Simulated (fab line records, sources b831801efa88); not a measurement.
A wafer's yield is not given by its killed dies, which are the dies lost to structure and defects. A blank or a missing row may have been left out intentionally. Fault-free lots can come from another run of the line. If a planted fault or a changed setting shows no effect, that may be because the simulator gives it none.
A struck lot beside a sound one / flow sky130 / 15 steps out of a route of 708
Sound: the wafers L612.1, L612.2, L612.3. Struck: wafer L628.3 (L628.4, L628.6, from the same lot, were not struck and are left out); the cause is given at the end.
Per side, at each step with rows, come the tool, then ch with its chambers, and then its first start. Under that, the readings that differ: sound wafers / struck wafers / difference of the means / sigmas: that difference in standard deviations of wafers without a fault.
alike: readings with means less than 2 such deviations apart, plus words and numbers identical on both sides. not compared: withheld readings, readings lacking a value on some wafer, bounds such as >300 that could conceal the same value, and numbers that have no deviation in the record and whose values overlap.
A row with sigmas, a row that says differs or no value, or rows on one side alone: a step with any of these is where the two part. Numbers that don't overlap but have no deviation are shown without sigmas and don't part them. Lack of a reading on every wafer of one side parts them only where that side has two or more wafers.

first, 1 step without rows for these wafers: SKY_CONTACT_ETCH_16 (etches BARC in N2/H2, stops on SiO2, time 45.9 s, target depth 60 nm).
SKY_CONTACT_ETCH_17: etches SiO2 in C4F8/O2/Ar, stops on Si3N4, target depth 340 nm.
  sound on rie diel-03 ch 0,1,2, day 31 11:01; struck on rie diel-02 ch 0, day 36 21:11
  alike: chamber pressure mTorr, oes product au, rf fwd power W
then, 1 step without rows for these wafers: SKY_CONTACT_ETCH_18 (etches Si3N4 in CHF3/O2, stops on TiN, time 39 s, target depth 75 nm).
SKY_CONTACT_STRIP_19: strips in O2/N2.
  sound on plasma asher-01 ch 0,1, day 31 11:06; struck on plasma asher-02 ch 1, day 36 21:18
  alike: chamber pressure mTorr, drypump motor current A, oes product au, strip time to endpoint s
  not compared: rf hours counter h
then, 3 steps without rows for these wafers: SKY_CONTACT_STRIP_20 (strips in post etch residue remover, time 1200 s); SKY_CONTACT_CLEAN_21 (cleans in IPA, time 180 s); SKY_CONTACT_CLEAN_22 (cleans in O3/DIW).
SKY_CONTACT_SPUTTER_23: material TiN, target thk 20 nm, time 80 s.
  sound on pvd sputter-04 at day 31 11:42; struck on pvd sputter-04 at day 36 21:52
  alike: throttle valve pct
SKY_CONTACT_CVD_24: deposits W, target thk 340 nm, time 102.12 s.
  sound on cvd w-01 ch 0,1, day 31 11:46; struck on cvd w-02 ch 0, day 36 21:58
  alike: heater power w
SKY_CONTACT_RS_MEAS_25: uses a four-point probe to measure.
  sound on film metro-02 at day 31 11:52; struck on film metro-04 at day 36 22:05
  alike: CONTACT_W_RS
SKY_CONTACT_THK_MEAS_26: measures by xrf.
  sound on film metro-02 at day 31 11:59; struck on film metro-04 at day 36 22:11
  alike: CONTACT_W_THK
SKY_CONTACT_CMP_27: polishes, stops on SiO2, t overpolish 15 s, target thk 0 nm.
  sound on cmp-01 ch 0,1,3, day 31 12:03; struck on cmp-02 ch 1, day 36 22:19
  alike: motor current A, overpolish run s, platen rpm, time to endpoint s
SKY_METAL1_SPUTTER_00: material Ti, target thk 15 nm, time 10 s.
  sound on pvd sputter-03 at day 31 12:21; struck on pvd sputter-02 at day 36 22:31
reading=model.Ti_of_METAL1_SPUTTER_00.thk nm (nm); sound=15.06 14.96 14.83; struck=7.923; difference=-7.027; sigmas=
  alike: throttle valve pct
then, 1 step without rows for these wafers: SKY_METAL1_SPUTTER_01 (material TiN, target thk 20 nm, time 16.7 s).
-- the record jumps here: 13 days lie between the struck wafers' starts before and after (it left off in module METAL1 and takes up again in module PAD_OPEN, whose first step shown is number 708 of the route) --
SKY_PAD_OPEN_PROBE_99:
  the record has rows for the struck wafers here (prober-02, day 49 16:49) and none for the sound ones

== WHERE THEY PART ==
Only at SKY_PAD_OPEN_PROBE_99, as far as this record shows.

WHY: what the simulator had put in
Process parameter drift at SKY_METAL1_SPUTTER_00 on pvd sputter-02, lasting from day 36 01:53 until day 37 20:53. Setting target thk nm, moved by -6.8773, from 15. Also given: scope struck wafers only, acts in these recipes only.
